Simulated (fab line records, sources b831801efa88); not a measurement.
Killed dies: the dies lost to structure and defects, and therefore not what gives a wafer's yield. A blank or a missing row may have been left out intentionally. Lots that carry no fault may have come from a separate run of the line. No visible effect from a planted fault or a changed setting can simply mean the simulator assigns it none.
Which of the tools did it?    flow gf180mcu    13 lots, 39 wafers sampled, at 3 steps of a route of 602

WHAT EACH GAUGE READ, for each wafer
GF_M5_OVL_MEAS_08. Usual: M5_OVL -1 nm, standard deviation 6.8.
lot   measured      on          M5_OVL (nm)  flag
L441  day 26 21:05  overlay-01  6 -4 4       
L442  day 26 23:34  overlay-01  0 3 -1       
L443  day 27 15:05  overlay-02  1 6 7        
L446  day 28 16:10  overlay-01  -11 -15 -14  
L447  day 28 18:54  overlay-02  2 -3 -1      
L448  day 29 02:04  overlay-01  4 11 1       
L450  day 29 14:50  overlay-02  3 3 5        
L451  day 29 16:08  overlay-01  -11 -2 -1    
L454  day 30 16:23  overlay-02  -5 1 -5      
L458  day 31 23:53  overlay-02  -1 -6 -8     
L460  day 32 03:58  overlay-02  2 -2 3       
L461  day 32 09:34  overlay-02  0 -6 -1      
L463  day 32 23:55  overlay-02  6 8 8        

EACH LOT AND THE TOOL THAT RAN IT (in order: tool; ch and the chambers of the sampled wafers; start)
lot   GF_M1_SPUTTER_02             GF_V3_CVD_23
L441  pvdSputter-03, day 16 11:11  cvdW-02 ch 0,1, day 22 17:25
L442  pvdSputter-04, day 16 19:38  cvdW-01 ch 0,1, day 23 02:50
L443  pvdSputter-02, day 17 15:31  cvdW-01 ch 0,1, day 23 21:47
L446  pvdSputter-03, day 18 09:14  cvdW-02 ch 0,1, day 25 01:24
L447  pvdSputter-04, day 19 00:06  cvdW-02 ch 0,1, day 25 04:47
L448  pvdSputter-02, day 19 10:13  cvdW-01 ch 0,1, day 25 11:20
L450  pvdSputter-04, day 19 23:16  cvdW-02 ch 0,1, day 26 03:04
L451  pvdSputter-04, day 20 04:14  cvdW-02 ch 1, day 26 04:21
L454  pvdSputter-03, day 21 12:01  cvdW-01 ch 0,1, day 27 07:06
L458  pvdSputter-02, day 22 17:49  cvdW-01 ch 0,1, day 28 17:59
L460  pvdSputter-02, day 23 09:08  cvdW-02 ch 0,1, day 28 22:35
L461  pvdSputter-03, day 23 19:37  cvdW-01 ch 0,1, day 29 05:41
L463  pvdSputter-04, day 24 09:37  cvdW-02 ch 0,1, day 29 21:00
- GF_M1_SPUTTER_02: material AlCu, target thk 450 nm, time 23.9 s.
- GF_V3_CVD_23: deposits W, target thk 350 nm, time 104.9 s.

WHAT THE TOOLS THEMSELVES READ (means of the sampled wafers that have a number; where no wafer has one, the mark that the record gives instead)
GF_M1_SPUTTER_02. Usual: chamberPressurePa 0.4001 Pa, standard deviation 0.00081; throttleValvePct 30.7 %, standard deviation 0.82.
lot   tool           chamberPressurePa (Pa)  throttleValvePct (%)  flag
L441  pvdSputter-03  0.4001                  30.1                  
L442  pvdSputter-04  0.3999                  31.2                  
L443  pvdSputter-02  0.4005                  31.6                  
L446  pvdSputter-03  0.3996                  30.2                  
L447  pvdSputter-04  0.4003                  31.2                  
L448  pvdSputter-02  0.3997                  30.8                  
L450  pvdSputter-04  0.4000                  30.4                  
L451  pvdSputter-04  0.4006                  31.0                  
L454  pvdSputter-03  0.4005                  30.6                  
L458  pvdSputter-02  0.4000                  30.2                  
L460  pvdSputter-02  0.4008                  30.6                  
L461  pvdSputter-03  0.4010                  30.7                  
L463  pvdSputter-04  0.4002                  31.0                  

GF_V3_CVD_23. Usual: heaterPowerW reads 919 W (standard deviation 61).
lot   tool     heaterPowerW (W)  flag
L441  cvdW-02  903               
L442  cvdW-01  902               
L443  cvdW-01  900               
L446  cvdW-02  940               
L447  cvdW-02  933               
L448  cvdW-01  895               
L450  cvdW-02  938               
L451  cvdW-02  869               
L454  cvdW-01  911               
L458  cvdW-01  885               
L460  cvdW-02  898               
L461  cvdW-01  896               
L463  cvdW-02  945               

THE ANSWER, worked out from the rows above alone
Rule: lot off if the mean of its wafers having a number is beyond 3 standard deviations from the usual mean. A lot without any number at a reading at which 4 lots or more have one is off too. All remaining lots with rows at the step are treated as sound. Order of review: gauges by route order, followed by the tools' own readings, for which a lot's mean as printed above is used. At the first step where some lot is off, the reading lying furthest off is the one used; lots without a number count as furthest.
None of the lots is off at any reading shown; this tells nothing.

WHAT WAS PUT IN BY THE SIMULATOR
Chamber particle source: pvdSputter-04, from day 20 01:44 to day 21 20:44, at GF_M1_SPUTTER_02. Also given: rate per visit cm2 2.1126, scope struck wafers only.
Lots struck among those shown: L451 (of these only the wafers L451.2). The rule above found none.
